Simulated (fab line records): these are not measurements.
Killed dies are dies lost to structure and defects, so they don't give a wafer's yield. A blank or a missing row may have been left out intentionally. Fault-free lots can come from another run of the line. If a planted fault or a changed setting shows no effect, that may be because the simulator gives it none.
Code-filled problem report in 8D (eight disciplines) form | flow sky130 | the parts of the form that need people (team, actions taken, sign-off) are left out

## 1. PROBLEM STATEMENT
Mean of cd_nm at SKY_SONOS_TUNNEL_CD_MEAS_07: 446.4 nm across 2 wafers in 2 lots; on wafers with no fault it is 410.5 nm (standard deviation 2.2). That is +16 standard deviations from the usual mean.
The step: target cd 410 nm.
The first sign was on wafer L861.5 at day 16 05:10, on cd_sem-01. At this step, 40 wafers from 14 lots have a number in the record. The rule behind "out" and "out of limits": a value lying over 4 standard deviations away from the usual mean. Any other wafer with a number is counted as sound.

## 2. WHAT IT IS; WHAT IT IS NOT
question                    | is                   | is not
which readings at this step | cd_nm                | -
which lots                  | L861, L862           | L846, L847, L848, L849, L850, L851, L853, L854, L855, L856, L857, L858
which wafers of those lots  | L861.5, L862.2       | L861.3, L862.4
read on which gauges        | cd_sem-01, cd_sem-02 | -
when                        | from day 16 05:10    | up to then (37 sound wafers); but 1 sound wafer of L862 came after

## 3. THE SUSPECTS, EACH WITH WHAT RULES IT OUT
Counting: any tool at a process step up to the reading remains a suspect provided it ran every lot that is out. Sound lots after the first of them don't rule it out here, since some wafers of a struck lot are sound.
- ruled out: the gauge at SKY_SONOS_TUNNEL_CD_MEAS_07. 2 gauges (cd_sem-01, cd_sem-02) read the wafers that are out.
- litho_track-02 at SKY_SONOS_TUNNEL_DEVELOP_06 (develop time 60 s): kept. It processed each lot that is out (first: L861, day 16 05:01); up to then, its last sound lot is L858 (day 14 23:22).
After counting, what remains is litho_track-02 at SKY_SONOS_TUNNEL_DEVELOP_06.

## 4. THE CAUSE (what the simulator had put in)
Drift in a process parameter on litho_track-02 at SKY_SONOS_TUNNEL_DEVELOP_06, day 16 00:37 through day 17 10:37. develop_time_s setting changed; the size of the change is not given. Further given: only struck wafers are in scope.
This tool alone remained once counting was done.

## 5. SEQUENCE OF EFFECTS, ordered by route
Rows list readings where the struck wafers' mean (over those with a number) sits beyond 3 standard deviations from the usual. Readings are gone through only where the record gives a usual standard deviation; hours: the median, over the lots, of the time from a lot's start at the first step in this table giving one to that lot's start at this step; sigmas: the change measured in usual standard deviations.
hours | step                        | reading | usual    | on struck wafers | change | sigmas
0     | SKY_SONOS_TUNNEL_CD_MEAS_07 | cd_nm   | 410.5 nm | 446.4            | +35.9  | +16

## 6. WHAT WOULD HAVE CAUGHT IT SOONER
Counted from the fault's start at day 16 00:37, it took 5 hours until the first out-of-limits reading at a measuring or inspecting step in this record, taken at day 16 05:10.
Of the lots that are out (2), L862 began SKY_SONOS_TUNNEL_DEVELOP_06 on litho_track-02 after day 16 05:10. A hold on the tool at that time would have spared it.
